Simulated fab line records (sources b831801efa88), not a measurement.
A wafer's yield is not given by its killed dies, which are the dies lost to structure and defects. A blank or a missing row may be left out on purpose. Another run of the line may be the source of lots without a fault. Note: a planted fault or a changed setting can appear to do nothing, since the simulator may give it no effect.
2 desks looking at one fault :: flow sky130 :: every desk sees just its own numbers, and what lay behind them comes last

== DESK OF THE TOOL OWNER: cmp-01 ==
The tool's own readings at SKY_CONTACT_CMP_04 (polishes SiO2): means of the sampled wafers that have a number, for each lot that ran on this tool. Any lot whose mean is over 4 standard deviations away from the usual mean is out of limits and marked OUT; that distance is given in the brackets.
Columns: A = motor-current-A at SKY_CONTACT_CMP_04, usual 11.8 A; B = time-to-endpoint-s at SKY_CONTACT_CMP_04, usual 80 s
lot: L995
first seen here: day 32 03:12
A: 10.7
B: 80

lot: L997
first seen here: day 33 05:05
A: 11.0
B: 80

lot: L998
first seen here: day 33 12:58
A: 12.1
B: 76

lot: L107
first seen here: day 35 14:24
A: 11.6
B: 104 (+7.0) OUT

lot: L108
first seen here: day 36 03:05
A: 12.2
B: 104 (+6.8) OUT
This desk finds L107, L108 out of limits, L107 being first, at day 35 14:24 (time-to-endpoint-s at SKY_CONTACT_CMP_04). L995, L997, L998 stayed within limits.

== FROM THE METROLOGY DESK ==
Means of the sampled wafers that have a number, per lot and without regard to the tool the lot ran on: this is what the gauges read. Any lot whose mean is over 4 standard deviations away from the usual mean is out of limits and marked OUT; that distance is given in the brackets.
Columns: A = CONTACT_HDPCVD_THK at SKY_CONTACT_THK_MEAS_03, usual 561 nm
lot: L992
first seen here: day 31 04:52
A: 556

lot: L993
first seen here: day 31 12:33
A: 558

lot: L995
first seen here: day 32 03:07
A: 558

lot: L996
first seen here: day 32 22:22
A: 566

lot: L997
first seen here: day 33 04:58
A: 571

lot: L998
first seen here: day 33 12:55
A: 562

lot: L107
first seen here: day 35 14:19
A: 563

lot: L108
first seen here: day 36 03:02
A: 562

lot: L110
first seen here: day 36 14:29
A: 551

lot: L111
first seen here: day 36 20:46
A: 558

lot: L112
first seen here: day 37 02:57
A: 564

lot: L113
first seen here: day 37 07:48
A: 566

lot: L114
first seen here: day 37 17:11
A: 559
Finding of this desk: none of the 13 lots has anything out of limits.

== ALL TOGETHER ==
An alarm could have come from the tool owner's desk at day 35 14:24, on L107, L108.
Nothing out of limits was seen by the metrology desk.
The metrology desk holds a record of L107, L108, inside its limits.
The lots listed all ran SKY_CONTACT_CMP_04 on cmp-01.

== WHAT WAS PUT IN BY THE SIMULATOR ==
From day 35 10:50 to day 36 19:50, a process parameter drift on cmp-01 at SKY_CONTACT_CMP_04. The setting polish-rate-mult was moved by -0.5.
Shown lots that were struck: L107, L108.
How many hours passed from the start of the fault until each desk's first out-of-limits reading: the tool owner's desk, 4.
